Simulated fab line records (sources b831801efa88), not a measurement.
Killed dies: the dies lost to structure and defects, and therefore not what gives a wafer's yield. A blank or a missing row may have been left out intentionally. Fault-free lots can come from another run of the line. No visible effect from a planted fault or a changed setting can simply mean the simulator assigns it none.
2 desks, one fault :: flow gf180mcu :: numbers are kept per desk, each desk with only its own; the story behind them comes last

THE METROLOGY DESK
Means of the sampled wafers that have a number, per lot and without regard to the tool the lot ran on: this is what the gauges read. A lot is out of limits, marked OUT, if its mean lies more than 4 standard deviations from the usual mean; the brackets give that distance.
Columns: A = HV_LDD_CVD_54_THK at GF_HV_LDD_THK_MEAS_55, usual 9.91 nm; B = SALICIDE_TIN_THK at GF_SALICIDE_THK_MEAS_05, usual 19.81 nm; C = cdNm at GF_CONTACT_CD_MEAS_14, usual 219.3 nm
lot: L684
first seen here: day 12 21:42
A: 9.77
B: 19.72
C: 218.9

lot: L685
first seen here: day 13 05:36
A: 9.69
B: 19.72
C: 220.0

lot: L688
first seen here: day 14 02:32
A: 9.94
B: 19.77
C: 219.7

lot: L689
first seen here: day 14 13:30
A: 9.96
B: 20.17
C: 218.5

lot: L690
first seen here: day 14 21:04
A: 9.93
B: 19.62
C: 222.0

lot: L691
first seen here: day 15 04:02
A: 9.93
B: 19.94
C: 219.2

lot: L692
first seen here: day 15 12:34
A: 9.83
B: 19.53
C: 219.0

lot: L693
first seen here: day 15 18:11
A: 9.76
B: 19.60
C: 222.2

lot: L700
first seen here: day 18 16:32
A: 9.85
B: 19.88
C: 221.3

lot: L701
first seen here: day 18 17:26
A: 10.04
B: 20.01
C: 216.7

lot: L702
first seen here: day 19 11:23
A: 10.07
B: 19.91
C: 216.8

lot: L704
first seen here: day 19 22:50
A: 9.95
B: 19.73
C: 218.3

lot: L705
first seen here: day 19 23:36
A: 9.90
B: 19.65
C: 219.3

lot: L706
first seen here: day 20 15:36
A: 10.05
B: 19.69
C: 219.7
This desk's verdict: no lot among the 14 shows anything out of limits.

DESK OF THE TOOL OWNER: lithoTrack-01
The tool's own readings at GF_CONTACT_PEB_12 (peb time 90 s): means of the sampled wafers that have a number, for each lot that ran on this tool. A lot is out of limits, marked OUT, if its mean lies more than 4 standard deviations from the usual mean; the brackets give that distance.
Columns: A = heaterPowerTotalW at GF_CONTACT_PEB_12, usual 85.69 W
lot: L684
first seen here: day 16 10:58
A: 85.64

lot: L689
first seen here: day 18 07:22
A: 85.68

lot: L692
first seen here: day 19 09:46
A: 85.70

lot: L701
first seen here: day 22 22:34
A: 87.78 (+26) OUT

lot: L702
first seen here: day 23 13:49
A: 87.86 (+27) OUT
This desk finds L701, L702 out of limits, L701 being first, at day 22 22:34 (heaterPowerTotalW at GF_CONTACT_PEB_12). In limits: L684, L689, L692.

BROUGHT TOGETHER
On L701, L702, at day 22 22:34, an alarm was possible from the tool owner's desk.
From the metrology desk's view, nothing was out of limits.
The metrology desk has L701, L702 on record, within its limits.
The lots listed all ran GF_CONTACT_PEB_12 on lithoTrack-01.

WHAT WAS PUT IN BY THE SIMULATOR
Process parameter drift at GF_CONTACT_PEB_12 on lithoTrack-01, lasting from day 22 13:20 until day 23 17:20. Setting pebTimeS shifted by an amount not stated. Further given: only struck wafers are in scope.
Shown lots that were struck: L701, L702.
Time in hours from fault onset to the first out-of-limits reading at each desk: the tool owner's desk, 9.
